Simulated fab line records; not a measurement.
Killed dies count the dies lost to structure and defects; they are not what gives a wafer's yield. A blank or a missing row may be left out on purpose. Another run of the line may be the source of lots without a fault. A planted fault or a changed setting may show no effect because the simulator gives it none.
fab line records	flow sky130
record lots=14	wafers=42	lastDay=50
route steps=708 shown LDD_HVP@286 SD_N@354 LI_CONTACT@374 PAD_OPEN@708
lots that met no fault: taken from a fault-free run of the same line
startH: the number of hours between the record's first day and the start of the first shown wafer of the lot	waitH: hours since the lot's step before	" as in the row above	L1.1+2: one row covering several wafers at once	- either no value or no given start	* or withheld: withheld	< > ~ a bound
route shown NAME@n: NAME is a module with steps in the file, n the number in the route of the first one	usual: mean/standard deviation of fault-free wafers	same: alike in all rows	chamber/n: place in a boat	sites: the reading at each site	_std_site: the standard deviation of these	_edge_site: the outer-site mean with the inner-site mean subtracted	radiusMm: how far each site lies from the wafer's centre	mask NAME#n: copy n	behind: the most recent tool/chamber to have shaped the wafer	hold: why the lot went on hold/how many hours it stayed there/how the hold came to an end	device: the transistor (n, p or np) that didn't switch	end of line: the tests these same wafers got at the end of their route	for a step that has no rows: nothing shown but its recipe	killed: dies lost to structure and defects at the first sort, not the wafer's yield	map: a wafer's dies, marking killed ones x, the rest . and places with no die _
set.NAME: the setting that was run; set.NAME@STEP: the one run at that earlier step	model.NAME: the simulator's own value behind a step, which no gauge read
one table for each step of the route and one row for each wafer, over a sample of lots
services: when a tool's chamber went out of use (startH, in hours from the record's first day, below 0 if earlier), for how many hours, and the reason
## steps
# step SKY_LDD_HVP_IMPLANT_08
# recipe species=B	energyKev=20	doseCm2=1.663e+13	tiltDeg=17.9
# usual beamOnS=10.00/0.2	faradayCurrentUA=93.8/1.9
lot.wafer	tool	chamber	startH	waitH	beamOnS	faradayCurrentUA
L514.1	implanter-01	0	513.80	0.0	10.02	93.5
L514.3	"	0	"	"	10.04	93.3
L514.5	"	0	"	"	9.70	96.4
L516.2	implanter-02	0	542.38	0.0	9.80	95.8
L516.4	"	0	"	"	10.23	91.7
L516.5	"	0	"	"	9.64	97.0
L517.1	implanter-01	0	543.47	0.0	9.92	94.5
L517.4	"	0	"	"	10.16	91.9
L517.6	"	0	"	"	10.10	93.2
L518.2	implanter-03	0	551.48	0.0	9.71	96.7
L518.3	"	0	"	"	10.39	90.2
L518.4	"	0	"	"	9.74	95.7
L520.3	implanter-02	0	568.67	0.1	10.09	92.5
L520.5	"	0	"	"	9.54	98.0
L520.6	"	0	"	"	10.08	93.7
L523.3	implanter-03	0	575.25	0.1	9.69	96.5
L523.4	"	0	"	"	10.03	93.7
L523.6	"	0	"	"	9.65	97.0
L523.3	implanter-03	0	575.57	0.3	9.89	94.7
L523.4	"	0	"	"	10.13	93.0
L523.6	"	0	"	"	9.89	94.7
L524.1	implanter-03	0	586.85	0.0	9.89	95.1
L524.2	"	0	"	"	9.87	95.3
L524.5	"	0	"	"	9.87	94.8
L526.2	implanter-01	0	600.78	0.0	9.98	93.8
L526.3	"	0	"	"	9.94	93.9
L526.5	"	0	"	"	9.98	93.9
L525.1	implanter-03	0	600.92	0.0	10.05	93.4
L525.3	"	0	"	"	10.28	91.2
L525.6	"	0	"	"	10.44	89.2
L525.1	implanter-03	0	601.23	0.3	10.11	92.5
L525.3	"	0	"	"	9.76	95.6
L525.6	"	0	"	"	10.01	93.6
L530.1	implanter-03	0	634.10	0.0	10.10	93.3
L530.3	"	0	"	"	10.02	93.9
L530.6	"	0	"	"	9.90	94.6
L533.2	implanter-01	0	655.38	0.0	9.63	97.7
L533.4	"	0	"	"	10.13	92.6
L533.6	"	0	"	"	10.15	92.1
L534.2	implanter-03	0	669.88	0.0	9.96	94.5
L534.3	"	0	"	"	10.06	93.1
L534.4	"	0	"	"	9.99	93.4
L535.2	implanter-03	0	679.59	0.0	10.43	89.8
L535.4	"	0	"	"	9.83	95.5
L535.5	"	0	"	"	10.14	92.5
L537.2	implanter-01	0	686.88	0.0	9.99	94.1
L537.5	"	0	"	"	10.01	93.7
L537.6	"	0	"	"	10.26	91.7
# step SKY_LDD_HVP_TW_MEAS_10
# usual LDD_HVP_TW=454/4
lot.wafer	tool	chamber	startH	waitH	LDD_HVP_TW
L514.1	filmMetro-03	-	514.05	0.1	460
L514.3	"	-	"	"	458
L514.5	"	-	"	"	459
L516.2	filmMetro-01	-	542.61	0.1	451
L516.4	"	-	"	"	449
L516.5	"	-	"	"	449
L517.1	filmMetro-01	-	543.72	0.1	454
L517.4	"	-	"	"	450
L517.6	"	-	"	"	449
L518.2	filmMetro-03	-	551.71	0.1	459
L518.3	"	-	"	"	460
L518.4	"	-	"	"	458
L520.3	filmMetro-01	-	568.89	0.1	452
L520.5	"	-	"	"	452
L520.6	"	-	"	"	451
L523.3	filmMetro-03	-	575.79	0.1	566
L523.4	"	-	"	"	566
L523.6	"	-	"	"	566
L524.1	filmMetro-01	-	587.10	0.1	445
L524.2	"	-	"	"	447
L524.5	"	-	"	"	445
L526.2	filmMetro-03	-	601.01	0.1	457
L526.3	"	-	"	"	459
L526.5	"	-	"	"	458
L525.1	filmMetro-03	-	601.51	0.1	572
L525.3	"	-	"	"	565
L525.6	"	-	"	"	567
L530.1	filmMetro-03	-	634.35	0.1	454
L530.3	"	-	"	"	455
L530.6	"	-	"	"	456
L533.2	filmMetro-04	-	655.61	0.1	459
L533.4	"	-	"	"	455
L533.6	"	-	"	"	455
L534.2	filmMetro-01	-	670.11	0.1	446
L534.3	"	-	"	"	447
L534.4	"	-	"	"	447
L535.2	filmMetro-04	-	679.83	0.1	450
L535.4	"	-	"	"	450
L535.5	"	-	"	"	454
L537.2	filmMetro-03	-	687.11	0.1	458
L537.5	"	-	"	"	456
L537.6	"	-	"	"	459
# step SKY_SD_N_TW_MEAS_12
# usual SD_N_TW=3960/34
lot.wafer	tool	chamber	startH	waitH	SD_N_TW
L514.1	filmMetro-01	-	664.23	0.1	3938
L514.3	"	-	"	"	3937
L514.5	"	-	"	"	3921
L516.2	filmMetro-02	-	690.49	0.1	4003
L516.4	"	-	"	"	3993
L516.5	"	-	"	"	4004
L517.1	filmMetro-01	-	691.02	0.1	3932
L517.4	"	-	"	"	3924
L517.6	"	-	"	"	3940
L518.2	filmMetro-01	-	698.39	0.1	3939
L518.3	"	-	"	"	3948
L518.4	"	-	"	"	3924
L520.3	filmMetro-04	-	714.44	0.1	3951
L520.5	"	-	"	"	3974
L520.6	"	-	"	"	3988
L523.3	filmMetro-01	-	720.09	0.1	3893
L523.4	"	-	"	"	3911
L523.6	"	-	"	"	3901
L524.1	filmMetro-04	-	731.24	0.1	3953
L524.2	"	-	"	"	3955
L524.5	"	-	"	"	3957
L526.2	filmMetro-02	-	742.85	0.1	4013
L526.3	"	-	"	"	4019
L526.5	"	-	"	"	3994
L525.1	filmMetro-01	-	746.53	0.1	3931
L525.3	"	-	"	"	3931
L525.6	"	-	"	"	3936
L530.1	filmMetro-02	-	791.57	0.1	3999
L530.3	"	-	"	"	4022
L530.6	"	-	"	"	4011
L533.2	filmMetro-04	-	799.10	0.1	3979
L533.4	"	-	"	"	3983
L533.6	"	-	"	"	3967
L534.2	filmMetro-04	-	811.80	0.1	3977
L534.3	"	-	"	"	3963
L534.4	"	-	"	"	3976
L535.2	filmMetro-01	-	817.24	0.1	3922
L535.4	"	-	"	"	3927
L535.5	"	-	"	"	3927
L537.2	filmMetro-04	-	825.28	0.1	3957
L537.5	"	-	"	"	3956
L537.6	"	-	"	"	3959
# step SKY_LI_CONTACT_CD_MEAS_12
# recipe targetCdNm=170
# usual cdNm=170.1/1.4
lot.wafer	tool	chamber	startH	waitH	cdNm
L514.1	cdSem-02	-	691.30	-	169.7
L514.3	"	-	"	"	170.5
L514.5	"	-	"	"	170.1
L516.2	cdSem-01	-	720.60	-	169.0
L516.4	"	-	"	"	167.1
L516.5	"	-	"	"	169.1
L517.1	cdSem-02	-	720.93	-	170.3
L517.4	"	-	"	"	170.0
L517.6	"	-	"	"	170.6
L518.2	cdSem-02	-	727.05	-	168.0
L518.3	"	-	"	"	169.5
L518.4	"	-	"	"	168.3
L520.3	cdSem-02	-	743.21	-	167.9
L520.5	"	-	"	"	166.6
L520.6	"	-	"	"	167.9
L523.3	cdSem-01	-	749.02	-	171.6
L523.4	"	-	"	"	172.1
L523.6	"	-	"	"	172.8
L524.1	cdSem-01	-	760.07	-	171.9
L524.2	"	-	"	"	172.8
L524.5	"	-	"	"	171.1
L526.2	cdSem-02	-	771.10	-	171.2
L526.3	"	-	"	"	171.3
L526.5	"	-	"	"	171.4
L525.1	cdSem-02	-	773.98	-	172.6
L525.3	"	-	"	"	170.7
L525.6	"	-	"	"	172.4
L530.1	cdSem-01	-	819.03	-	168.4
L530.3	"	-	"	"	168.3
L530.6	"	-	"	"	169.3
L533.2	cdSem-01	-	826.30	-	169.2
L533.4	"	-	"	"	168.9
L533.6	"	-	"	"	169.3
L534.2	cdSem-01	-	838.84	-	170.4
L534.3	"	-	"	"	172.9
L534.4	"	-	"	"	171.1
L535.2	cdSem-01	-	844.53	-	168.6
L535.4	"	-	"	"	169.6
L535.5	"	-	"	"	170.0
L537.2	cdSem-02	-	851.85	-	171.5
L537.5	"	-	"	"	171.3
L537.6	"	-	"	"	169.6
# step SKY_LI_CONTACT_OVL_MEAS_13
# usual LI_CONTACT_OVL=4/5.9
lot.wafer	tool	chamber	startH	waitH	LI_CONTACT_OVL[nm]
L514.1	overlay-01	-	691.42	0.1	4
L514.3	"	-	"	"	4
L514.5	"	-	"	"	5
L516.2	overlay-01	-	720.70	0.1	9
L516.4	"	-	"	"	7
L516.5	"	-	"	"	8
L517.1	overlay-02	-	721.05	0.1	10
L517.4	"	-	"	"	7
L517.6	"	-	"	"	-1
L518.2	overlay-01	-	727.15	0.1	15
L518.3	"	-	"	"	-4
L518.4	"	-	"	"	0
L520.3	overlay-02	-	743.30	0.1	6
L520.5	"	-	"	"	-3
L520.6	"	-	"	"	-7
L523.3	overlay-01	-	749.11	0.1	-1
L523.4	"	-	"	"	6
L523.6	"	-	"	"	-1
L524.1	overlay-01	-	760.19	0.1	1
L524.2	"	-	"	"	-1
L524.5	"	-	"	"	-5
L526.2	overlay-02	-	771.20	0.1	-7
L526.3	"	-	"	"	14
L526.5	"	-	"	"	3
L525.1	overlay-01	-	774.10	0.1	3
L525.3	"	-	"	"	-1
L525.6	"	-	"	"	-1
L530.1	overlay-02	-	819.15	0.1	19
L530.3	"	-	"	"	10
L530.6	"	-	"	"	6
L533.2	overlay-02	-	826.40	0.1	6
L533.4	"	-	"	"	6
L533.6	"	-	"	"	9
L534.2	overlay-01	-	838.94	0.1	8
L534.3	"	-	"	"	12
L534.4	"	-	"	"	2
L535.2	overlay-02	-	844.64	0.1	0
L535.4	"	-	"	"	-1
L535.5	"	-	"	"	-1
L537.2	overlay-01	-	851.95	0.1	-2
L537.5	"	-	"	"	13
L537.6	"	-	"	"	1
# step SKY_PAD_OPEN_PROBE_99
# usual killed_at_M0_to_M3=44/7.3	killed_at_M4_up=3.4/1.7	killedAtContacts=24/5.3	killedAtFrontEnd=15/4.1	killedAtOther=0.4/0.68	killedDies=87/9.5	killedOpen=48/7.1	killedShort=39/5.8
# same grossDies=492	killedAtBackSide=0
lot.wafer	tool	chamber	startH	waitH	killed_at_M0_to_M3	killed_at_M4_up	killedAtContacts	killedAtFrontEnd	killedAtOther	killedDies	killedOpen	killedShort
L525.1	prober-02	-	1144.34	0.1	37	4	23	13	1	78	39	38
L525.3	prober-02	-	1144.44	0.2	39	4	14	16	1	74	36	38
L525.6	prober-02	-	1144.59	0.2	46	4	19	16	0	85	45	38
# killed by level:class
L525.1 METAL2:geometricParticle:short=10 CONTACT:geometricParticle:open=8 VIA3:geometricParticle:open=8 VIA1:geometricParticle:open=6 LI_CONTACT:geometricParticle:short=5 LI_CONTACT:geometricParticle:open=5 FIELD_ISO:geometricParticle:open=4 METAL1:geometricParticle:short=3
L525.3 VIA1:geometricParticle:open=9 VIA1:geometricParticle:short=6 VIA3:geometricParticle:open=6 FIELD_ISO:geometricParticle:open=5 VIA2:geometricParticle:short=5 POLY_GATE:geometricParticle:short=4 CONTACT:geometricParticle:open=4 METAL4:geometricParticle:short=4
L525.6 VIA1:geometricParticle:open=14 CONTACT:geometricParticle:open=9 METAL1:geometricParticle:short=7 VIA3:geometricParticle:open=6 VIA2:geometricParticle:open=4 METAL3:geometricParticle:short=4 FIELD_ISO:geometricParticle:short=3 POLY_GATE:geometricParticle:short=3
## services
tool	chamber	startH	hours	kind
implanter-01	-	491.41	3.1	pm
implanter-02	-	526.93	1.8	repair
implanter-02	-	528.41	5.1	repair
implanter-01	-	567.26	1.8	repair
implanter-01	-	612.00	1.6	repair
implanter-03	-	619.44	4.8	pm
## key
firstSign step=SKY_LDD_HVP_IMPLANT_08	reading=visit	direction=added
effect step=SKY_LDD_HVP_TW_MEAS_10	reading=LDD_HVP_TW	direction=up	sigmas=28	usual=454	struck=567
metAt SKY_LDD_HVP_IMPLANT_08
struckLots L523,L525
testerLeftOut L523,L525
notActingAt SKY_SD_N_TW_MEAS_12,SKY_LI_CONTACT_CD_MEAS_12,SKY_LI_CONTACT_OVL_MEAS_13
fault kind=repeatedStepWhole	tool=implanter-01,implanter-02,implanter-03	chamber=-	onsetH=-	steps=SKY_LDD_HVP_IMPLANT_08	times=1	scope=struckLotsOnly
# testerLeftOut: of these lots the tester's yield and bins aren't shown, on N5 and GAA mostly nor the transistor test; their killed dies are dies lost to structure and defects alone, not to doping, threshold or leakage, so they don't give the yield
